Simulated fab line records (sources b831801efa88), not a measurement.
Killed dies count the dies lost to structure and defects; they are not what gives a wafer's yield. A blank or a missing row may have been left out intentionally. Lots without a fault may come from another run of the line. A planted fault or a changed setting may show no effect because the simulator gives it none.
A lot that was struck, set against a sound lot    flow sky130    17 out of 708 route steps
Sound: the wafers L333.1, L333.2, L333.4. The struck wafers were L345.2, L345.3, L345.4. The cause is named last.
Order at every step that has rows: each side's tool, ch and its chambers, its first start. Under that, the readings that differ: sound wafers    struck wafers    difference of the means    sigmas: that difference in standard deviations of wafers without a fault.
alike: a reading whose means differ by less than 2 such deviations, as well as words and numbers matching on both sides. not compared: withheld readings; readings where some wafer has no value; bounds like >300 that might hide an equal value; numbers whose values overlap and for which the record gives no deviation.
The two part at a step that has a row with sigmas, a row that says differs or no value, or rows on one side only. Non-overlapping numbers with no deviation appear without sigmas and do not part them. A reading missing from all wafers of one side parts the sides only when that side holds two or more wafers.

SKY_VT_ADJUST_LVTN_OVL_MEAS_07:
  sound: overlay-02 at day 7 11:07; struck: overlay-01 at day 10 17:16
  alike: VT_ADJUST_LVTN_OVL
then, 1 step without rows for these wafers: SKY_VT_ADJUST_LVTN_IMPLANT_08.
SKY_VT_ADJUST_LVTN_STRIP_09: strips in O2/N2.
  sound on plasma asher-01 ch 0,1, day 7 11:18; struck on plasma asher-01 ch 0,1, day 10 17:27
  alike: drypump motor current A, oes product au, strip time to endpoint s
  not compared: rf hours counter h
SKY_VT_ADJUST_LVTN_TW_MEAS_10:
  sound: film metro-03 at day 7 11:24; struck: film metro-02 at day 10 17:34
  alike: VT_ADJUST_LVTN_TW
then, 7 steps without rows for these wafers: SKY_VT_ADJUST_LVTN_DEHYDRATE_11 (time 60 s); SKY_VT_ADJUST_LVTN_HMDS_12 (prime time 60 s); SKY_VT_ADJUST_LVTN_COAT_13 (resist thk 1140 nm); SKY_VT_ADJUST_LVTN_SOFTBAKE_14 (time 60 s); SKY_VT_ADJUST_LVTN_EXPOSE_15 (exposes mask HVN STD DERIVED, target cd 600 nm); SKY_VT_ADJUST_LVTN_PEB_16; SKY_VT_ADJUST_LVTN_DEVELOP_17 (develop time 60 s).
SKY_VT_ADJUST_LVTN_OVL_MEAS_18:
  sound: overlay-02 at day 8 06:53; struck: overlay-01 at day 11 17:17
  alike: VT_ADJUST_LVTN_01_OVL
SKY_VT_ADJUST_LVTN_IMPLANT_19:
  sound on implanter-02 ch 0, day 8 06:56; struck on implanter-04 ch 0, day 11 17:20
  alike: end station pressure torr
SKY_VT_ADJUST_LVTN_STRIP_20: strips in O2/N2.
  sound on plasma asher-01 ch 0,1, day 8 07:05; struck on plasma asher-01 ch 0,1, day 11 17:28
  alike: drypump motor current A, oes product au, strip time to endpoint s
  not compared: rf hours counter h
SKY_VT_ADJUST_LVTN_TW_MEAS_21:
  sound: film metro-03 at day 8 07:11; struck: film metro-01 at day 11 17:34
reading              sound              struck             difference  sigmas
VT_ADJUST_LVTN_2_TW  188.2 187.4 188.6  178.2 175.9 176.8  -11.1       -7
then, 1 step without rows for these wafers: SKY_VT_ADJUST_NCORE_DEHYDRATE_00 (time 60 s).
-- here the record skips 38 days between the struck wafers' starts before and after, leaving off in module VT_ADJUST_NCORE and picking up in module PAD_OPEN (first step shown: number 708 of the route) --
SKY_PAD_OPEN_PROBE_99:
  sound: prober-02 at day 46 09:14; struck: prober-01 at day 49 06:53
reading                                           sound                 struck                difference  sigmas
killed_at_M0_to_M3                                46 52 67              29 35 41              -20         -3
killed dies                                       102 93 109            82 78 85              -20         -2
model.etest.res pwell under gate.rs ohm sq        2316 2300 2311        2347 2336 2336        +31         
model.etest.res pwell under gate.rs ohm sq range  42.12 49.58 41.66     75.7 78.54 95.94      +38.9       
model.etest.tip_n_5v.rs ohm sq range              17.83 30 28.1         45.83 78.44 34.54     +27.63      
model.etest.nfet g5v0d10v5.body rise v (V)        0.6765 0.6786 0.6829  0.644 0.6528 0.6378   -0.034      
model.etest.nfet_16v.body rise v (V)              0.668 0.6727 0.6766   0.6364 0.6448 0.6293  -0.0356     
model.etest.nfet g5v0d10v5.vt sat v (V)           0.7726 0.765 0.78     0.7376 0.7468 0.746   -0.0291     
model.etest.nfet g5v0d10v5.vt v (V)               0.8309 0.8269 0.8367  0.8007 0.8125 0.8075  -0.0246     
model.etest.nfet_16v.vt v (V)                     0.7737 0.7726 0.7811  0.7498 0.7621 0.7508  -0.0216     
  alike: killed_at_M4_up, killed at contacts, killed at front end, killed at other, killed on rim, killed open, killed short

## WHERE THEY PART
Last at SKY_PAD_OPEN_PROBE_99 as far as this record goes, first at SKY_VT_ADJUST_LVTN_TW_MEAS_21.

WHY: whatever the simulator had introduced
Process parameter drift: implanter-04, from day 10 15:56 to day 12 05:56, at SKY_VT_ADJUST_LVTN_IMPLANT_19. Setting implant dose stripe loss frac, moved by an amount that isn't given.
